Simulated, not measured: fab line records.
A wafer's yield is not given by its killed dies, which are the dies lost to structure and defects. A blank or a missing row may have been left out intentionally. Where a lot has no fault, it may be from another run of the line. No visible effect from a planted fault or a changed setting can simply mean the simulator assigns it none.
Struck lot and sound lot, side by side -- flow sky130 -- 17 out of 708 route steps
Sound: the wafers L719.1, L719.3, L719.6. Struck: wafer L716.3. (L716.1, L716.6 of the same lot were not struck and are left out.) The cause comes at the end.
Per side, at each step with rows, come the tool, then ch with its chambers, and then its first start. Under that, the readings that differ: sound wafers -- struck wafers -- difference of the means -- sigmas: that difference in standard deviations of wafers without a fault.
alike: words and numbers the same on both sides, and readings whose means are apart by under 2 such deviations; not compared: readings that were withheld, readings missing a value for some wafer, numbers with overlapping values and no deviation given by the record, and bounds like >300 which may hide the same value.
The two part at a step that has a row with sigmas, a row that says differs or no value, or rows on one side only. When numbers do not overlap yet have no deviation, they are printed without sigmas and do not part them. Lack of a reading on every wafer of one side parts them only where that side has two or more wafers.

first, 2 steps without rows for these wafers: SKY_NWELL_IMPLANT_12; SKY_NWELL_IMPLANT_13.
SKY_NWELL_STRIP_14: strips in O2/N2.
  sound on plasma asher-03 ch 0,1, day 9 14:34; struck on plasma asher-04 ch 1, day 8 22:46
reading,sound,struck,difference,sigmas
strip time to endpoint s (s),36.61 36.79 36.78,36.98,+0.25,+3
  alike: drypump motor current A, o2 flow sccm, oes product au
  not compared: rf hours counter h
SKY_NWELL_TW_MEAS_15:
  sound on film metro-02, day 9 14:40; struck on film metro-02, day 8 22:52
  alike: NWELL_TW
then, 7 steps without rows for these wafers: SKY_NWELL_DEHYDRATE_16 (time 60 s); SKY_NWELL_HMDS_17 (prime time 60 s); SKY_NWELL_COAT_18 (resist thk 3000 nm); SKY_NWELL_SOFTBAKE_19; SKY_NWELL_EXPOSE_20 (exposes mask NWM COMPLEMENT, target cd 840 nm); SKY_NWELL_PEB_21; SKY_NWELL_DEVELOP_22 (develop time 60 s).
SKY_NWELL_OVL_MEAS_23:
  sound on overlay-02, day 10 13:14; struck on overlay-02, day 9 19:59
  alike: NWELL_01_OVL
SKY_NWELL_IMPLANT_24:
  sound on implanter-04 ch 0, day 10 13:16; struck on implanter-01 ch 0, day 9 20:01
reading,sound,struck,difference,sigmas
beam on s (s),10.19 10.03 9.85,9.02,-1.00,-5
faraday current uA,50.7 51.9 53.0,57.2,+5.3,+5
SKY_NWELL_STRIP_25: strips in O2/N2.
  sound on plasma asher-03 ch 0,1, day 10 13:25; struck on plasma asher-04 ch 1, day 9 20:10
  alike: drypump motor current A, o2 flow sccm, oes product au, strip time to endpoint s
  not compared: rf hours counter h
SKY_NWELL_TW_MEAS_26:
  sound on film metro-03, day 10 13:31; struck on film metro-03, day 9 20:16
reading,sound,struck,difference,sigmas
NWELL_2_TW,496 494 497,473,-23,-6
then, 1 step without rows for these wafers: SKY_NWELL_CLEAN_27 (cleans in SC1/SC2, time 150 s).
-- the record jumps here: 40 days lie between the struck wafers' starts before and after (it left off in module NWELL and takes up again in module PAD_OPEN, whose first step shown is number 708 of the route) --
SKY_PAD_OPEN_PROBE_99:
  sound on prober-01, day 50 13:25; struck on prober-02, day 49 22:58
reading,sound,struck,difference,sigmas
model.etest.res pwell under gate.rs ohm sq,2287 2291 2264,2506,+225,
model.etest.field n.vt v (V),36.71 35.08 36.18,32.57,-3.42,
  alike: killed_at_M0_to_M3, killed_at_M4_up, killed at contacts, killed at front end, killed at other, killed dies, killed on rim, killed open, killed short
  not compared: model.etest.pfet_16v.r on ohm um, model.etest.pfet_16v.drive ua um

== WHERE THEY PART ==
First at SKY_NWELL_STRIP_14; last, within this record, at SKY_NWELL_TW_MEAS_26. Later steps at which nothing parts them and some readings are alike: SKY_PAD_OPEN_PROBE_99.

WHY: whatever the simulator had introduced
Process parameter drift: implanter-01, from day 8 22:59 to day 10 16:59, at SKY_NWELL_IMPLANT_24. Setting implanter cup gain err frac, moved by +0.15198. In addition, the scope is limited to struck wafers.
